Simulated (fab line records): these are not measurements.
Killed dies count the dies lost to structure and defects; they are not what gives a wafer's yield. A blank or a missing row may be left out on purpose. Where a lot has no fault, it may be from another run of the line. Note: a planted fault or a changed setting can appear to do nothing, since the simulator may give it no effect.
Which tool was responsible? | flow sky130 | route of 708 steps, sampled at 1 step: 6 lots, 18 wafers

== WHAT THE GAUGES READ, wafer by wafer ==
SKY_SONOS_ONO_THK_MEAS_01.
lot  | measured     | on           | SONOS_ONO_OXIDATION_THK (nm)
L625 | day 11 21:18 | filmMetro-04 | 2.71 2.71 2.63
L631 | day 13 15:04 | filmMetro-02 | 2.64 2.64 2.67
L637 | day 15 21:39 | filmMetro-03 | 2.57 2.50 2.59
L641 | day 17 05:10 | filmMetro-02 | 2.58 2.64 2.57
L644 | day 18 05:03 | filmMetro-03 | 2.58 2.58 2.56
L646 | day 20 00:06 | filmMetro-04 | 2.62 2.56 2.66

== TOOL THAT RAN EACH LOT (tool first, then ch and the chambers of the sampled wafers, then the start) ==
No process step before these readings appears in the record.

== THE ANSWER, worked out from the rows above alone ==
Rule: the lots themselves supply what counts as usual. Put in order of their means at a reading, lots are off if they are a third of the lots or fewer, leave a main group of 4 or more, and stand apart from it by a gap of 3 or more times the standard deviation of the main group's means; of several such gaps the widest counts. The tables above print the reading to a certain number of digits; a main group whose means all agree to those digits is not used. A lot without any number at a reading at which 4 lots or more have one is off too. The other lots that the step has rows for count as sound.
Across all readings shown, no lot is off: no conclusion can be drawn from this.

== WHAT WAS PUT IN BY THE SIMULATOR ==
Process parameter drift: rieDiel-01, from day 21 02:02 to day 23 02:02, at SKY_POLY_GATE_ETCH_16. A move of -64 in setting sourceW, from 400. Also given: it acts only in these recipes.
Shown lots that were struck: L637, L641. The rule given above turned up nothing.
